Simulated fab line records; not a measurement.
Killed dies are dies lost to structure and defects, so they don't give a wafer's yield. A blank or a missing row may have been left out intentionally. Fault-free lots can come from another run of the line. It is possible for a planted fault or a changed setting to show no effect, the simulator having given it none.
Chamber matching | flow sky130 | SKY_SPACER_ETCHBACK_02 on rie_diel-03 has 3 sister chambers
The step etches Si3N4 in CH3F/O2, stops on SiO2, time 46.7 s, target depth 45 nm. 6 wafers are shown with their chamber, then 6 later ones without.

WAFERS PAIRED WITH THEIR CHAMBERS
wafer  | chamber | oes_product_au (a.u.) | throttle_valve_pct (%)
L082.3 | 0       | 0.854                 | 10.565
L085.1 | 2       | 0.859                 | 10.564
L085.4 | 1       | 0.861                 | 10.551
L085.6 | 2       | 0.853                 | 10.554
L090.1 | 0       | 0.853                 | 10.559
L090.2 | 1       | 0.853                 | 10.537

WAFERS MISSING THEIR CHAMBER
wafer  | oes_product_au (a.u.) | throttle_valve_pct (%)
L090.5 | 0.858                 | 10.545
L093.1 | 0.849                 | 10.572
L093.3 | 0.861                 | 10.559
L095.4 | 0.859                 | 10.559
L095.5 | 0.855                 | 10.549
L095.6 | 0.852                 | 10.576

WHICH CHAMBER EACH WENT THROUGH
wafer  | from the rows above          | in truth
L090.5 | can't be placed: 1 or 2      | 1
L093.1 | can't be placed: 0 or 2      | 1
L093.3 | can't be placed: 2 or 0 or 1 | 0
L095.4 | can't be placed: 2 or 0 or 1 | 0
L095.5 | can't be placed: 1 or 2 or 0 | 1
L095.6 | can't be placed: 0 or 2      | 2
Placed correctly: 0 of 6. Cannot be placed on the basis of these rows: 6; the candidates contain the true chamber in 5. Number placed wrongly: 0.
How it was worked out, from the rows above alone: a wafer's distance from a chamber is the root of the sum, over the readings, of the square of ((its reading less the chamber's mean) divided by the reading's scatter). If the next closest chamber is less than 2 further off than the closest, the wafer can't be placed; otherwise it belongs to the closest. For every chamber, the mean is computed from those of its wafers that are shown. How the scatter is found: for the shown wafers, subtract from each reading the mean of its chamber, square and add these, divide the total by (wafers less chambers), then take the root.
